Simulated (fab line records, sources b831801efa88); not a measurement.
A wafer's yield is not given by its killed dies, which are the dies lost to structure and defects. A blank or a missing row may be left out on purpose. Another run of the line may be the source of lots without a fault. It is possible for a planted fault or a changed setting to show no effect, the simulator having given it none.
Tool commonality check	flow gf180mcu	Lots sampled 10, wafers sampled 30

== WHAT PROMPTED THE OPENING ==
GF_STI_THK_MEAS_04, reading STI_CVD_03_THK: flagged on 3 of 10 lots. Wafers without a fault read 207.1 nm, standard deviation 2.
Rule: a lot is flagged when every wafer of it that has a number lies more than 4 standard deviations from that mean, or none has a number. The rest of the lots are taken to be sound.

lot	measured	on	STI_CVD_03_THK (nm), wafer by wafer	flag
L564	day 1 13:34	film-metro-02	206.8 207.2 207.7	
L567	day 2 04:36	film-metro-01	206.4 206.7 206.9	
L568	day 2 09:41	film-metro-04	208.3 208.1 208.1	
L571	day 3 02:49	film-metro-01	208.1 208.2 207.0	
L572	day 3 06:34	film-metro-04	202.5 202.0 202.8	
L573	day 3 12:16	film-metro-01	208.1 207.6 207.6	
L575	day 3 21:40	film-metro-04	208.6 207.5 209.0	
L581	day 5 02:34	film-metro-04	224.9 225.6 225.9	FLAGGED
L582	day 5 07:47	film-metro-04	223.4 222.8 221.9	FLAGGED
L583	day 5 12:34	film-metro-01	221.8 221.9 218.7	FLAGGED
Average over the flagged lots: 223.0 nm; offset from the usual +15.9 nm, equal to +8 standard deviations.

== LOT BY LOT: THE TOOL USED ==
The record holds 1 process step before the reading, out of a route of 602 steps. In each cell: the tool, then ch and the chambers that the sampled wafers went through, then the start.
lot	flag	GF_STI_CVD_03
L564		lpcvd-02 ch 1, day 1 11:34
L567		lpcvd-01 ch 1, day 2 02:37
L568		lpcvd-01 ch 1, day 2 07:40
L571		lpcvd-02 ch 0, day 3 00:49
L572		lpcvd-01 ch 0, day 3 03:34
L573		lpcvd-01 ch 0, day 3 09:17
L575		lpcvd-01 ch 1, day 3 18:40
L581	FLAGGED	lpcvd-01 ch 0, day 5 00:34
L582	FLAGGED	lpcvd-01 ch 1, day 5 05:46
L583	FLAGGED	lpcvd-01 ch 0, day 5 10:34
What the steps here do:
- GF_STI_CVD_03: deposits Si3N4 from DCS/NH3, target thk 207.16 nm, time 3551 s.
- GF_STI_THK_MEAS_04

== FLAGGED AGAINST TOTAL, ONE TOOL AT A TIME (gauges that did the reading follow at the end) ==
step	tool	lots run	flagged	share of the flagged lots	sound lots run after its first flagged lot
GF_STI_CVD_03	lpcvd-01	8	3	all	0
GF_STI_CVD_03	lpcvd-02	2	0	none	-
GF_STI_THK_MEAS_04	film-metro-01	4	1	some	0
GF_STI_THK_MEAS_04	film-metro-02	1	0	none	-
GF_STI_THK_MEAS_04	film-metro-04	5	2	some	0

== WHAT THE TABLE ALLOWS ==
In the table, 1 row covers all flagged lots: lpcvd-01 at GF_STI_CVD_03.
- lpcvd-01 at GF_STI_CVD_03: 3 of its 8 lots flagged. A fault beginning between L575 (day 3 18:40), its last sound lot, and L581 (day 5 00:34), its first flagged one, fits the data.
One tool is left: lpcvd-01 at GF_STI_CVD_03.

== WHAT WAS PUT IN BY THE SIMULATOR ==
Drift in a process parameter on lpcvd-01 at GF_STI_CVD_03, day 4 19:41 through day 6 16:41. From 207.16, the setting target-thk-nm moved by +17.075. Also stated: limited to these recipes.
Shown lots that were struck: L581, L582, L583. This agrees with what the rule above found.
